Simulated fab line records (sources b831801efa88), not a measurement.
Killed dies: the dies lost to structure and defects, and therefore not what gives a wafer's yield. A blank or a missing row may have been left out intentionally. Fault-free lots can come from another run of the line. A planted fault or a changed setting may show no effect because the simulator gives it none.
fab line records | flow sky130
[record] lots = 5 | wafers = 15 | last-day = 49
route steps=708 shown SONOS_ONO@176 GATE_OXIDE@187 POLY_GATE@204 PAD_OPEN@708
lots that met no fault: taken from a fault-free run of the same line
start-h: start of the lot's first displayed wafer, in hours after the record's first day | wait-h: time in hours since the lot's previous step | " identical to the entry in the row above | L1.1+2: a single row standing in for several wafers | - no value, or no start given | * or withheld: withheld | < > ~ a bound
route shown NAME@n: NAME is a module with steps in the file, n the number in the route of the first one | usual: mean and standard deviation over wafers with no fault | same: alike in all rows | chamber/n: place in a boat | sites: the reading at each site | _std_site: how widely they spread, as a standard deviation | _edge_site: outer sites' mean less inner sites' | radius-mm: for every site, how far away it sits from the centre of the wafer | mask NAME#n: copy n | behind: the last tool/chamber to shape the wafer | hold: reason for holding the lot/hours on hold/outcome of the hold | device: which transistor (n, p or np) failed to switch | end of line: tests run on the same wafers once the route is complete | a step without rows: its recipe alone | killed: the dies lost at the first sort to structure and to defects; this is not the yield of the wafer | map: a wafer's dies, marking killed ones x, the rest . and places with no die _
set.NAME: the run value of the setting; set.NAME@STEP: its run value at that earlier step | model.NAME: the simulator's own value behind a step, which no gauge read
lots seen at some steps along the route; tables by step, rows by wafer
services: when a tool's chamber went out of use (start-h, in hours from the record's first day, below 0 if earlier), for how many hours, and the reason
[[steps]]
[step SKY_SONOS_ONO_COAT_08]
[recipe] resist = NOVOLAK | spin-rpm = 3000 | resist-thk-nm = 1140
[step SKY_SONOS_ONO_SOFTBAKE_09]
[recipe] temp-c = 90 | time-s = 60 | resist = NOVOLAK
[step SKY_SONOS_ONO_EXPOSE_10]
[recipe] mask-id = ONOM | target-cd-nm = 410 | na = 0.6 | source-shape = conventional | sigma-outer = 0.6 | dose-mj = 150
[step SKY_SONOS_ONO_PEB_11]
[recipe] temp-c = withheld | time-s = * | resist = NOVOLAK
[step SKY_SONOS_ONO_DEVELOP_12]
[recipe] develop-time-s = 60 | dev-temp-c = 23
[step SKY_SONOS_ONO_ETCH_15]
[recipe] target-depth-nm = 19.52 | chemistry = CHF3/O2 | source-w = 600 | bias-w = 200 | pressure-mtorr = 40 | chf3-flow-sccm = 50 | O2_flow_sccm = 5 | time-s = 7.8
[step SKY_SONOS_ONO_WET_ETCH_16]
[recipe] chemistry = dHF | target-depth-nm = 14 | dry = n2-spin | target = SiO2 | dilution = 100:1 | temp-c = 25 | time-s = 280
[step SKY_SONOS_ONO_STRIP_17]
[recipe] chemistry = O2/N2 | power-w = 1400 | pressure-mtorr = 1500 | platen-temp-c = withheld | o2-flow-sccm = 3000 | n2-flow-sccm = 300 | overash-fraction = 0.5
[step SKY_SONOS_ONO_WET_ETCH_18]
[recipe] chemistry = H3PO4 | target-depth-nm = 15 | target = Si3N4 | temp-c = 160 | time-s = 172
[step SKY_GATE_OXIDE_CLEAN_00]
[recipe] chemistry = SC1/SC2 | mix = 1:4:20 | temp-c = 70 | time-s = 150 | dry = n2-spin
[step SKY_GATE_OXIDE_OXIDATION_01]
[recipe] temp-c = 900 | ambient = O2 | stabilise-s = 600 | purge-s = 300 | target-thk-a = 102.68 | ox-time-s = 1473
[usual] spike-tc-bottom-C = 920.7/2.4 | spike-tc-centre-C = 901.3/1.1 | spike-tc-lower-C = 902.3/1 | spike-tc-top-C = 912.7/1.8 | spike-tc-upper-C = 900.3/0.99 | tube-center-temp-C = 900/0.082 | tube_center_temp_C_max = 902.3/0.37 | zone-power-centre-pct = 20.0/1.6
lot.wafer | tool       | chamber | start-h | wait-h | spike-tc-bottom-C | spike-tc-centre-C | spike-tc-lower-C | spike-tc-top-C | spike-tc-upper-C | tube-center-temp-C | tube_center_temp_C_max | zone-power-centre-pct | model.SiO2_of_GATE_OXIDE_OXIDATION_01.thk-nm
L143.1    | furnace-01 | 0       | 273.75  | 0.7    | 923.9             | 901.3             | 902.2            | 912.3          | 901.8            | 899.98             | 902.2                  | 21.4                  | 10.45
L143.3    | "          | 0       | "       | "      | 923.4             | 899.8             | 902.0            | 908.7          | 901.3            | 900.06             | 902.4                  | 21.3                  | 10.29
L143.5    | "          | 0       | "       | "      | 922.6             | 902.0             | 901.8            | 909.4          | 898.2            | 900.11             | 902.0                  | 21.7                  | 10.59
L148.1    | furnace-01 | 0       | 328.28  | 0.0    | 947.4             | 926.0             | 928.9            | 936.3          | 927.4            | 925.46             | 927.7                  | 22.2                  | 13.48
L148.5    | "          | 0       | "       | "      | 948.5             | 925.7             | 926.5            | 935.7          | 926.5            | 925.61             | 927.5                  | 22.3                  | 13.43
L148.6    | "          | 0       | "       | "      | 948.2             | 925.4             | 928.1            | 936.4          | 926.3            | 925.46             | 928.2                  | 22.9                  | 13.39
L149.4    | furnace-01 | 0       | 329.69  | 1.1    | 948.3             | 926.5             | 927.0            | 934.8          | 925.2            | 925.57             | 927.8                  | 22.6                  | 13.39
L149.5    | "          | 0       | "       | "      | 947.7             | 925.1             | 925.6            | 936.5          | 924.4            | 925.69             | 928.2                  | 23.0                  | 13.38
L149.6    | "          | 0       | "       | "      | 947.9             | 925.9             | 927.7            | 936.1          | 924.9            | 925.51             | 928.1                  | 22.9                  | 13.24
L150.1    | furnace-01 | 0       | 336.01  | 1.2    | 947.3             | 924.8             | 928.4            | 935.7          | 926.0            | 925.72             | 928.1                  | 22.4                  | 13.41
L150.3    | "          | 0       | "       | "      | 947.1             | 924.7             | 927.9            | 937.0          | 926.5            | 925.6              | 927.9                  | 23.0                  | 13.3
L150.4    | "          | 0       | "       | "      | 948.8             | 928.5             | 926.9            | 936.8          | 924.0            | 925.47             | 927.8                  | 22.7                  | 13.3
L160.1    | furnace-02 | 0       | 433.59  | 0.0    | 917.9             | 900.9             | 903.0            | 914.0          | 902.6            | 899.85             | 902.8                  | 17.9                  | 9.998
L160.2    | "          | 0       | "       | "      | 917.1             | 902.7             | 901.0            | 915.9          | 898.8            | 900.14             | 901.8                  | 18.0                  | 9.992
L160.3    | "          | 0       | "       | "      | 917.2             | 902.0             | 902.4            | 913.8          | 900.4            | 899.91             | 903.0                  | 18.0                  | 9.895
[step SKY_GATE_OXIDE_THK_MEAS_02]
[recipe] reads = SiO2_of_GATE_OXIDE_OXIDATION_01
[usual] GATE_OXIDE_OXIDATION_00_THK = 10.25/0.17
lot.wafer | tool          | chamber | start-h | wait-h | GATE_OXIDE_OXIDATION_00_THK[nm]
L143.1    | film-metro-03 | -       | 275.16  | 0.0    | 10.48
L143.3    | "             | -       | "       | "      | 10.32
L143.5    | "             | -       | "       | "      | 10.64
L148.1    | film-metro-01 | -       | 329.69  | 0.0    | 13.48
L148.5    | "             | -       | "       | "      | 13.40
L148.6    | "             | -       | "       | "      | 13.36
L149.4    | film-metro-02 | -       | 331.13  | 0.0    | 13.45
L149.5    | "             | -       | "       | "      | 13.37
L149.6    | "             | -       | "       | "      | 13.30
L150.1    | film-metro-02 | -       | 337.42  | 0.0    | 13.43
L150.3    | "             | -       | "       | "      | 13.26
L150.4    | "             | -       | "       | "      | 13.26
L160.1    | film-metro-03 | -       | 435.00  | 0.0    | 9.98
L160.2    | "             | -       | "       | "      | 9.98
L160.3    | "             | -       | "       | "      | 9.80
[step SKY_GATE_OXIDE_DEHYDRATE_03]
[recipe] temp-c = 200 | time-s = 60
[step SKY_GATE_OXIDE_HMDS_04]
[recipe] prime-time-s = 60 | prime-temp-c = 120
[step SKY_GATE_OXIDE_COAT_05]
[recipe] resist = NOVOLAK | spin-rpm = 3000 | resist-thk-nm = 1140
[step SKY_GATE_OXIDE_SOFTBAKE_06]
[recipe] temp-c = 90 | time-s = 60 | resist = NOVOLAK
[step SKY_GATE_OXIDE_EXPOSE_07]
[recipe] mask-id = LVOM | na = 0.6 | source-shape = conventional | sigma-outer = 0.6 | polarization = unpolarized | target-cd-nm = 600 | dose-mj = 170
[step SKY_GATE_OXIDE_PEB_08]
[recipe] temp-c = withheld | time-s = * | resist = NOVOLAK
[step SKY_GATE_OXIDE_DEVELOP_09]
[recipe] resist = NOVOLAK | developer = TMAH | develop-time-s = 60 | dev-temp-c = 23
[step SKY_GATE_OXIDE_IMPLANT_11]
[recipe] species = B | energy-kev = 10 | dose-cm2 = 2.6e+12 | tilt-deg = withheld
[step SKY_GATE_OXIDE_WET_ETCH_12]
[recipe] chemistry = dHF | target-depth-nm = 16.8 | dry = n2-spin | target = SiO2 | dilution = 100:1 | temp-c = 25 | time-s = 336
[step SKY_GATE_OXIDE_STRIP_13]
[recipe] chemistry = O2/N2 | power-w = 1400 | pressure-mtorr = 1500 | platen-temp-c = withheld | o2-flow-sccm = 3000 | n2-flow-sccm = 300 | overash-fraction = 0.5
[step SKY_GATE_OXIDE_CLEAN_15]
[recipe] chemistry = SC1/SC2 | mix = 1:4:20 | temp-c = 70 | time-s = 150 | dry = n2-spin
[step SKY_GATE_OXIDE_OXIDATION_16]
[recipe] temp-c = 800 | ambient = O2 | idle-temp-c = 700 | ramp-up-c-per-min = 10 | ramp-down-c-per-min = 3 | stabilise-s = 600 | purge-s = 300 | target-thk-a = 35.7 | ox-time-s = 1915
[usual] ox-temp-c = 800.1/0.34 | spike-tc-bottom-C = 820.9/2.5 | spike-tc-centre-C = 801.6/1.3 | spike-tc-lower-C = 802.2/1.2 | spike-tc-top-C = 815.2/1.8 | spike-tc-upper-C = 800.4/0.98 | tube-center-temp-C = 800/0.074 | tube_center_temp_C_max = 802.0/0.34 | zone-power-centre-pct = 15.1/1.2
lot.wafer | tool       | chamber | start-h | wait-h | ox-temp-c | spike-tc-bottom-C | spike-tc-centre-C | spike-tc-lower-C | spike-tc-top-C | spike-tc-upper-C | tube-center-temp-C | tube_center_temp_C_max | zone-power-centre-pct | model.SiO2_of_GATE_OXIDE_OXIDATION_01.thk-nm
L143.1    | furnace-02 | 0       | 301.13  | 1.0    | 800.4     | 818.3             | 801.9             | 803.0            | 816.2          | 799.5            | 800.04             | 802.9                  | 14.2                  | 11.75
L143.3    | "          | 0       | "       | "      | 800.5     | 819.7             | 801.2             | 802.5            | 816.5          | 801.5            | 800.03             | 802.1                  | 14.1                  | 11.6
L143.5    | "          | 0       | "       | "      | 800.0     | 819.6             | 803.4             | 801.9            | 815.9          | 799.6            | 799.98             | 801.8                  | 14.0                  | 11.85
L148.1    | furnace-02 | 0       | 357.24  | 0.5    | 800.1     | 819.6             | 801.8             | 801.9            | 816.8          | 800.5            | 800.04             | 802.3                  | 14.2                  | 14.63
L148.5    | "          | 0       | "       | "      | 799.8     | 820.2             | 802.2             | 800.8            | 816.7          | 799.6            | 799.95             | 801.5                  | 14.0                  | 14.61
L148.6    | "          | 0       | "       | "      | 799.7     | 818.5             | 801.1             | 800.8            | 817.2          | 800.3            | 799.91             | 801.6                  | 14.3                  | 14.57
L149.4    | furnace-02 | 0       | 358.78  | 0.1    | 799.7     | 818.0             | 803.7             | 803.8            | 816.1          | 799.9            | 799.99             | 802.1                  | 13.9                  | 14.55
L149.5    | "          | 0       | "       | "      | 800.4     | 818.5             | 802.4             | 803.4            | 815.3          | 800.9            | 799.94             | 801.6                  | 14.1                  | 14.52
L149.6    | "          | 0       | "       | "      | 799.7     | 818.7             | 800.5             | 804.3            | 817.4          | 800.6            | 800.05             | 802.2                  | 14.4                  | 14.4
L150.1    | furnace-02 | 0       | 365.03  | 0.0    | 799.8     | 819.4             | 802.6             | 803.2            | 817.0          | 802.0            | 799.99             | 802.2                  | 14.1                  | 14.59
L150.3    | "          | 0       | "       | "      | 799.5     | 820.7             | 801.5             | 802.2            | 818.9          | 800.1            | 800                | 801.8                  | 13.9                  | 14.46
L150.4    | "          | 0       | "       | "      | 800.0     | 817.2             | 801.0             | 802.2            | 816.6          | 799.8            | 799.98             | 802.2                  | 14.0                  | 14.48
L160.1    | furnace-01 | 0       | 466.20  | 0.4    | 799.5     | 823.3             | 800.3             | 801.2            | 813.1          | 799.8            | 800.01             | 802.3                  | 16.6                  | 11.36
L160.2    | "          | 0       | "       | "      | 799.5     | 824.3             | 798.6             | 803.5            | 814.1          | 800.8            | 799.96             | 802.1                  | 16.6                  | 11.35
L160.3    | "          | 0       | "       | "      | 800.2     | 823.4             | 801.0             | 801.2            | 812.7          | 801.3            | 799.89             | 801.4                  | 16.5                  | 11.3
[step SKY_POLY_GATE_CVD_00]
[recipe] material = poly-Si | target-thk-nm = 180 | temp-c = 620 | time-s = 720 | pressure-mtorr = 200
[step SKY_PAD_OPEN_PROBE_99]
[usual] killed_at_M0_to_M3 = 44/6.5 | killed_at_M4_up = 3.3/1.9 | killed-at-contacts = 23/4.7 | killed-at-front-end = 15/4.5 | killed-at-other = 0.2/0.52 | killed-dies = 86/8.9 | killed-open = 47/6.8 | killed-short = 39/6.1
[same] gross-dies = 492 | killed-at-back-side = 0
lot.wafer | tool      | chamber | start-h | wait-h | killed_at_M0_to_M3 | killed_at_M4_up | killed-at-contacts | killed-at-front-end | killed-at-other | killed-dies | killed-open | killed-short | model.etest.nfet_16v.r-on-ohm-um | model.etest.pfet_16v.r-on-ohm-um | model.etest.tip-sonos.rs-ohm-sq | model.etest.pfet-g5v0d10v5.r-on-ohm-um | model.etest.nfet-g5v0d10v5.r-on-ohm-um | model.etest.tip-p.rs-ohm-sq | model.etest.nfet-g5v0d10v5.drive-ua-um | model.etest.nfet_05v0_nvt.drive-ua-um
L143.1    | prober-01 | -       | 1057.63 | 0.1    | 52                 | 5               | 14                 | 24                  | 0               | 95          | 45          | 50           | 1.439e+04                        | 1.521e+04                        | 2646                            | 4829                                   | 1912                                   | 6783                        | 594.3                                  | 572.1
L143.3    | prober-01 | -       | 1057.73 | 0.2    | 50                 | 1               | 25                 | 10                  | 1               | 87          | 38          | 49           | 1.423e+04                        | 1.519e+04                        | 2655                            | 4797                                   | 1918                                   | 6791                        | 601.5                                  | 571.5
L143.5    | prober-01 | -       | 1057.83 | 0.2    | 51                 | 6               | 20                 | 23                  | 0               | 100         | 43          | 57           | 1.453e+04                        | 1.573e+04                        | 2702                            | 4821                                   | 1936                                   | 6780                        | 589.4                                  | 563.7
L149.4    | prober-02 | -       | 1106.71 | 0.2    | 51                 | 10              | 15                 | 24                  | 0               | 100         | 51          | 49           | 1.599e+04                        | 1.59e+04                         | 3443                            | 5398                                   | 2156                                   | 7102                        | 481.7                                  | 466.3
L149.5    | prober-02 | -       | 1106.76 | 0.2    | 42                 | 2               | 16                 | 16                  | 0               | 76          | 39          | 37           | 1.596e+04                        | 1.611e+04                        | 3440                            | 5422                                   | 2148                                   | 7125                        | 484.1                                  | 468
L149.6    | prober-02 | -       | 1106.81 | 0.2    | 50                 | 1               | 27                 | 15                  | 0               | 93          | 53          | 40           | 1.584e+04                        | 1.645e+04                        | 3420                            | 5411                                   | 2151                                   | 7130                        | 483.3                                  | 469.8
L148.1    | prober-01 | -       | 1106.91 | 0.1    | 50                 | 3               | 25                 | 20                  | 1               | 99          | 58          | 41           | 1.616e+04                        | 1.578e+04                        | 3546                            | 5324                                   | 2131                                   | 6862                        | 482.3                                  | 465.4
L148.5    | prober-01 | -       | 1107.11 | 0.2    | 53                 | 2               | 19                 | 14                  | 0               | 88          | 43          | 45           | 1.621e+04                        | 1.589e+04                        | 3505                            | 5341                                   | 2148                                   | 6828                        | 483.6                                  | 465.9
L148.6    | prober-01 | -       | 1107.16 | 0.2    | 45                 | 2               | 30                 | 18                  | 1               | 96          | 51          | 45           | 1.625e+04                        | 1.599e+04                        | 3466                            | 5376                                   | 2115                                   | 6836                        | 487.3                                  | 470
L150.1    | prober-02 | -       | 1108.06 | 0.1    | 43                 | 1               | 23                 | 17                  | 0               | 84          | 49          | 35           | 1.585e+04                        | 1.607e+04                        | 3687                            | 5504                                   | 2167                                   | 6934                        | 480.8                                  | 462
L150.3    | prober-02 | -       | 1108.16 | 0.2    | 47                 | 3               | 16                 | 13                  | 0               | 79          | 43          | 36           | 1.568e+04                        | 1.595e+04                        | 3639                            | 5370                                   | 2138                                   | 6873                        | 491.3                                  | 473
L150.4    | prober-02 | -       | 1108.21 | 0.2    | 45                 | 3               | 26                 | 20                  | 0               | 94          | 56          | 38           | 1.583e+04                        | 1.6e+04                          | 3558                            | 5428                                   | 2159                                   | 6880                        | 487                                    | 471.4
L160.1    | prober-02 | -       | 1174.67 | 0.1    | 46                 | 2               | 21                 | 17                  | 0               | 86          | 50          | 36           | 1.402e+04                        | 1.459e+04                        | 2580                            | 4769                                   | 1869                                   | 6802                        | 621.6                                  | 588.2
L160.2    | prober-02 | -       | 1174.72 | 0.1    | 43                 | 2               | 39                 | 12                  | 2               | 98          | 44          | 54           | 1.4e+04                          | 1.477e+04                        | 2601                            | 4718                                   | 1851                                   | 6802                        | 612.9                                  | 588.3
L160.3    | prober-02 | -       | 1174.77 | 0.2    | 31                 | 1               | 32                 | 15                  | 0               | 79          | 46          | 33           | 1.387e+04                        | 1.469e+04                        | 2597                            | 4742                                   | 1865                                   | 6843                        | 623.3                                  | 586.8
// killed by level:class
L143.1 VIA1:geometric-particle:open=15 VIA1:geometric-particle:short=10 METAL2:geometric-particle:short=6 POLY_GATE:geometric-particle:short=5 POLY_GATE:geometric-particle:open=5 VIA3:geometric-particle:open=5 LOCAL_INTERCONNECT:geometric-particle:short=5 VIA2:geometric-particle:open=5
L143.3 VIA1:geometric-particle:open=10 LI_CONTACT:geometric-particle:open=8 VIA1:geometric-particle:short=8 VIA2:geometric-particle:short=6 VIA2:geometric-particle:open=6 VIA3:geometric-particle:short=5 LOCAL_INTERCONNECT:geometric-particle:short=5 CONTACT:geometric-particle:short=5
L143.5 FIELD_ISO:geometric-particle:short=10 VIA1:geometric-particle:short=10 VIA1:geometric-particle:open=10 VIA3:geometric-particle:open=8 METAL1:geometric-particle:short=7 CONTACT:geometric-particle:open=7 FIELD_ISO:geometric-particle:open=6 METAL4:geometric-particle:short=6
L149.4 VIA1:geometric-particle:open=11 VIA3:geometric-particle:open=10 METAL4:geometric-particle:short=8 FIELD_ISO:geometric-particle:open=8 METAL2:geometric-particle:short=8 CONTACT:geometric-particle:short=6 VIA1:geometric-particle:short=6 POLY_GATE:geometric-particle:open=5
L149.5 VIA1:geometric-particle:open=14 VIA3:geometric-particle:open=7 FIELD_ISO:geometric-particle:short=6 CONTACT:geometric-particle:open=6 METAL2:geometric-particle:short=5 LOCAL_INTERCONNECT:geometric-particle:short=5 CONTACT:geometric-particle:short=5 VIA2:geometric-particle:open=5
L149.6 CONTACT:geometric-particle:open=13 VIA1:geometric-particle:open=10 VIA1:geometric-particle:short=9 CONTACT:geometric-particle:short=6 VIA3:geometric-particle:open=6 METAL2:geometric-particle:short=6 POLY_GATE:geometric-particle:short=5 FIELD_ISO:geometric-particle:open=4
L148.1 CONTACT:geometric-particle:open=13 VIA1:geometric-particle:open=13 FIELD_ISO:geometric-particle:open=7 METAL2:geometric-particle:short=7 VIA3:geometric-particle:open=7 FIELD_ISO:geometric-particle:short=5 LI_CONTACT:geometric-particle:open=5 VIA2:geometric-particle:open=5
L148.5 VIA1:geometric-particle:open=11 CONTACT:geometric-particle:open=8 METAL1:geometric-particle:short=7 VIA2:geometric-particle:open=7 VIA3:geometric-particle:open=6 VIA3:geometric-particle:short=5 FIELD_ISO:geometric-particle:short=4 VIA2:geometric-particle:short=4
L148.6 CONTACT:geometric-particle:open=11 VIA1:geometric-particle:open=10 CONTACT:geometric-particle:short=7 VIA3:geometric-particle:open=7 METAL2:geometric-particle:short=6 FIELD_ISO:geometric-particle:short=5 LI_CONTACT:geometric-particle:open=5 POLY_GATE:geometric-particle:short=4
L150.1 CONTACT:geometric-particle:open=12 VIA1:geometric-particle:open=10 LI_CONTACT:geometric-particle:open=6 VIA2:geometric-particle:open=6 METAL3:geometric-particle:short=6 VIA3:geometric-particle:open=6 FIELD_ISO:geometric-particle:short=5 METAL1:geometric-particle:short=5
L150.3 VIA1:geometric-particle:open=11 VIA3:geometric-particle:open=8 METAL2:geometric-particle:short=6 METAL1:geometric-particle:short=6 VIA2:geometric-particle:open=6 CONTACT:geometric-particle:open=5 LI_CONTACT:geometric-particle:open=4 CONTACT:geometric-particle:short=4
L150.4 VIA3:geometric-particle:open=10 LI_CONTACT:geometric-particle:open=10 CONTACT:geometric-particle:open=9 POLY_GATE:geometric-particle:short=6 FIELD_ISO:geometric-particle:open=5 METAL2:geometric-particle:short=5 VIA2:geometric-particle:open=5 METAL3:geometric-particle:short=5
L160.1 VIA1:geometric-particle:open=9 VIA2:geometric-particle:open=9 VIA3:geometric-particle:open=7 VIA1:geometric-particle:short=7 CONTACT:geometric-particle:open=6 LI_CONTACT:geometric-particle:short=5 LI_CONTACT:geometric-particle:open=5 METAL1:geometric-particle:short=5
L160.2 CONTACT:geometric-particle:open=15 LI_CONTACT:geometric-particle:open=8 METAL2:geometric-particle:short=8 CONTACT:geometric-particle:short=7 METAL1:geometric-particle:short=6 LOCAL_INTERCONNECT:geometric-particle:short=6 VIA3:geometric-particle:short=6 VIA1:geometric-particle:open=6
L160.3 LI_CONTACT:geometric-particle:open=13 CONTACT:geometric-particle:open=11 VIA1:geometric-particle:open=5 FIELD_ISO:geometric-particle:open=4 POLY_GATE:geometric-particle:short=4 METAL2:geometric-particle:short=4 METAL1:geometric-particle:short=4 FIELD_ISO:geometric-particle:short=3
[[services]]
tool       | chamber | start-h | hours | kind
furnace-02 | -       | 334.32  | 3.6   | pm
furnace-01 | -       | 375.62  | 2.7   | pm
furnace-02 | -       | 437.52  | 6.5   | repair
[[key]]
[first-sign] step = SKY_GATE_OXIDE_OXIDATION_01 | reading = tube-center-temp-C | direction = up | sigmas = 99+ | usual = * | struck = *
[effect] step = SKY_GATE_OXIDE_OXIDATION_01 | reading = tube_center_temp_C_max | direction = up | sigmas = 69 | usual = * | struck = *
[effect] step = SKY_GATE_OXIDE_THK_MEAS_02 | reading = GATE_OXIDE_OXIDATION_00_THK | direction = up | sigmas = 18 | usual = 10.25 | struck = 13.37
[model-effect] step = SKY_GATE_OXIDE_OXIDATION_01 | value = SiO2_of_GATE_OXIDE_OXIDATION_01.thk-nm | without = 10.25 | struck = 13.37
[model-effect] step = SKY_GATE_OXIDE_OXIDATION_16 | value = SiO2_of_GATE_OXIDE_OXIDATION_01.thk-nm | without = 11.63 | struck = 14.53
[model-effect] step = SKY_PAD_OPEN_PROBE_99 | value = etest.nfet_16v.r-on-ohm-um | without = 1.424e+04 | struck = 1.597e+04
met-at SKY_GATE_OXIDE_OXIDATION_01
struck-wafers L148.1,L148.5,L148.6,L149.4,L149.5,L149.6,L150.1,L150.3,L150.4
tester-left-out L148,L149,L150
onset-between 273.75 328.28
[fault] kind = process-parameter-drift | tool = furnace-01 | chamber = - | onset-h = 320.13 | steps = SKY_GATE_OXIDE_OXIDATION_01 | channel = temp-c | offset = * | shape = step | end-h = 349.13 | acts-in = * | stated = *
// tester-left-out: of these lots the tester's yield and bins aren't shown, on N5 and GAA mostly nor the transistor test; their killed dies are dies lost to structure and defects alone, not to doping, threshold or leakage, so they don't give the yield
